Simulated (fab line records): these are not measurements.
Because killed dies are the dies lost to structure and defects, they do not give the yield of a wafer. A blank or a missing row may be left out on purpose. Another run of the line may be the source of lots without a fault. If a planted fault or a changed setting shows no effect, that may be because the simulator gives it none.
Split-lot trial / flow sfq_line / 5 lots, 23 wafers read, on a route of 325 steps

ABOUT THE SPLIT
At SFQ_TRILAYER_M8_DEP_EVAP_198 (material Pt, target thk 50 nm, time 250 s), the setting time_s was moved away from the recipe's 250 s on 8 of the 23 wafers read, by -13.4% to -5.6%. This setting was run at the recipe's value on the other wafers.

The split's own step is where the reading is taken.

THE READING
Pt_of_TRILAYER_M8_DEP_EVAP_198.thk_nm (the simulator's own value, which no gauge read), in nm, at SFQ_TRILAYER_M8_DEP_EVAP_198 (material Pt, target thk 50 nm, time 250 s). No usual value for it is given in the file. The 15 wafers here that ran the recipe average 49.96 nm, standard deviation 0.6 nm.

wafer=L074.1; tool, chamber at the split=pvd_sputter-01, -; time_s as run, s=250; against the recipe=recipe; Pt_of_TRILAYER_M8_DEP_EVAP_198.thk_nm, nm=50.97; against lot-mates on the recipe=-
wafer=L074.2; tool, chamber at the split=pvd_sputter-01, -; time_s as run, s=250; against the recipe=recipe; Pt_of_TRILAYER_M8_DEP_EVAP_198.thk_nm, nm=51.25; against lot-mates on the recipe=-
wafer=L074.3; tool, chamber at the split=pvd_sputter-01, -; time_s as run, s=234.7; against the recipe=-6.1%; Pt_of_TRILAYER_M8_DEP_EVAP_198.thk_nm, nm=47.65; against lot-mates on the recipe=-3.16
wafer=L074.5; tool, chamber at the split=pvd_sputter-01, -; time_s as run, s=250; against the recipe=recipe; Pt_of_TRILAYER_M8_DEP_EVAP_198.thk_nm, nm=50.22; against lot-mates on the recipe=-
wafer=L074.6; tool, chamber at the split=pvd_sputter-01, -; time_s as run, s=234.7; against the recipe=-6.1%; Pt_of_TRILAYER_M8_DEP_EVAP_198.thk_nm, nm=48.5; against lot-mates on the recipe=-2.31
wafer=L075.1; tool, chamber at the split=pvd_sputter-02, -; time_s as run, s=216.4; against the recipe=-13.4%; Pt_of_TRILAYER_M8_DEP_EVAP_198.thk_nm, nm=43.45; against lot-mates on the recipe=-6.68
wafer=L075.2; tool, chamber at the split=pvd_sputter-02, -; time_s as run, s=250; against the recipe=recipe; Pt_of_TRILAYER_M8_DEP_EVAP_198.thk_nm, nm=50.14; against lot-mates on the recipe=-
wafer=L075.3; tool, chamber at the split=pvd_sputter-02, -; time_s as run, s=250; against the recipe=recipe; Pt_of_TRILAYER_M8_DEP_EVAP_198.thk_nm, nm=50.32; against lot-mates on the recipe=-
wafer=L075.5; tool, chamber at the split=pvd_sputter-02, -; time_s as run, s=216.4; against the recipe=-13.4%; Pt_of_TRILAYER_M8_DEP_EVAP_198.thk_nm, nm=43.49; against lot-mates on the recipe=-6.64
wafer=L075.6; tool, chamber at the split=pvd_sputter-02, -; time_s as run, s=250; against the recipe=recipe; Pt_of_TRILAYER_M8_DEP_EVAP_198.thk_nm, nm=49.92; against lot-mates on the recipe=-
wafer=L078.1; tool, chamber at the split=pvd_sputter-01, -; time_s as run, s=250; against the recipe=recipe; Pt_of_TRILAYER_M8_DEP_EVAP_198.thk_nm, nm=49.88; against lot-mates on the recipe=-
wafer=L078.2; tool, chamber at the split=pvd_sputter-01, -; time_s as run, s=235.9; against the recipe=-5.6%; Pt_of_TRILAYER_M8_DEP_EVAP_198.thk_nm, nm=46.23; against lot-mates on the recipe=-3.10
wafer=L078.3; tool, chamber at the split=pvd_sputter-01, -; time_s as run, s=250; against the recipe=recipe; Pt_of_TRILAYER_M8_DEP_EVAP_198.thk_nm, nm=48.99; against lot-mates on the recipe=-
wafer=L078.4; tool, chamber at the split=pvd_sputter-01, -; time_s as run, s=235.9; against the recipe=-5.6%; Pt_of_TRILAYER_M8_DEP_EVAP_198.thk_nm, nm=45.97; against lot-mates on the recipe=-3.36
wafer=L078.5; tool, chamber at the split=pvd_sputter-01, -; time_s as run, s=250; against the recipe=recipe; Pt_of_TRILAYER_M8_DEP_EVAP_198.thk_nm, nm=49.12; against lot-mates on the recipe=-
wafer=L079.2; tool, chamber at the split=pvd_sputter-02, -; time_s as run, s=250; against the recipe=recipe; Pt_of_TRILAYER_M8_DEP_EVAP_198.thk_nm, nm=49.63; against lot-mates on the recipe=-
wafer=L079.4; tool, chamber at the split=pvd_sputter-02, -; time_s as run, s=250; against the recipe=recipe; Pt_of_TRILAYER_M8_DEP_EVAP_198.thk_nm, nm=49.75; against lot-mates on the recipe=-
wafer=L079.6; tool, chamber at the split=pvd_sputter-02, -; time_s as run, s=250; against the recipe=recipe; Pt_of_TRILAYER_M8_DEP_EVAP_198.thk_nm, nm=50.17; against lot-mates on the recipe=-
wafer=L082.2; tool, chamber at the split=pvd_sputter-01, -; time_s as run, s=250; against the recipe=recipe; Pt_of_TRILAYER_M8_DEP_EVAP_198.thk_nm, nm=49.3; against lot-mates on the recipe=-
wafer=L082.3; tool, chamber at the split=pvd_sputter-01, -; time_s as run, s=250; against the recipe=recipe; Pt_of_TRILAYER_M8_DEP_EVAP_198.thk_nm, nm=50.12; against lot-mates on the recipe=-
wafer=L082.4; tool, chamber at the split=pvd_sputter-01, -; time_s as run, s=233.8; against the recipe=-6.5%; Pt_of_TRILAYER_M8_DEP_EVAP_198.thk_nm, nm=46.78; against lot-mates on the recipe=-2.92
wafer=L082.5; tool, chamber at the split=pvd_sputter-01, -; time_s as run, s=233.8; against the recipe=-6.5%; Pt_of_TRILAYER_M8_DEP_EVAP_198.thk_nm, nm=46.22; against lot-mates on the recipe=-3.48
wafer=L082.6; tool, chamber at the split=pvd_sputter-01, -; time_s as run, s=250; against the recipe=recipe; Pt_of_TRILAYER_M8_DEP_EVAP_198.thk_nm, nm=49.67; against lot-mates on the recipe=-

THE FIT
A straight line over all 23 wafers: Pt_of_TRILAYER_M8_DEP_EVAP_198.thk_nm changes by +0.488 nm for each +1% of time_s; r = +0.95; the points scatter about the line by 0.72 nm.
The same after taking each lot's own level away (the mean of its wafers on the recipe; 23 wafers): +0.496 nm for each +1%; r = +0.99; scatter 0.36 nm.
That fit puts the effect of the largest move of time_s on the reading at 6.7 nm.
The span of the lots' own levels, 49.330 to 50.813 nm, comes to 2.5 times the standard deviation stated above.
So the lot-to-lot level changes the slope little: the two slopes agree.
Check: -6.68 nm against its lot-mates is what the line predicts for one of the wafers moved furthest among these (-13.4%) when that wafer is left out of the fit. It came out at -6.68 nm against them.

OTHER SPLITS APPLIED TO THESE WAFERS
Other splits were also applied to these wafers ahead of the reading. Each is held against what the fit with the lots' levels taken away leaves over:
other split on the same wafers=SFQ_TRILAYER_M7_ETCH_METAL_ETCH_180 bias_w; wafers away from the commonest value=8; r with Pt_of_TRILAYER_M8_DEP_EVAP_198.thk_nm (lot level and that fit taken away)=+0.13

THE FILE'S OWN FIT
Pt_of_TRILAYER_M8_DEP_EVAP_198.thk_nm changes by +0.497 nm for each +1% of time_s, r = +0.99.
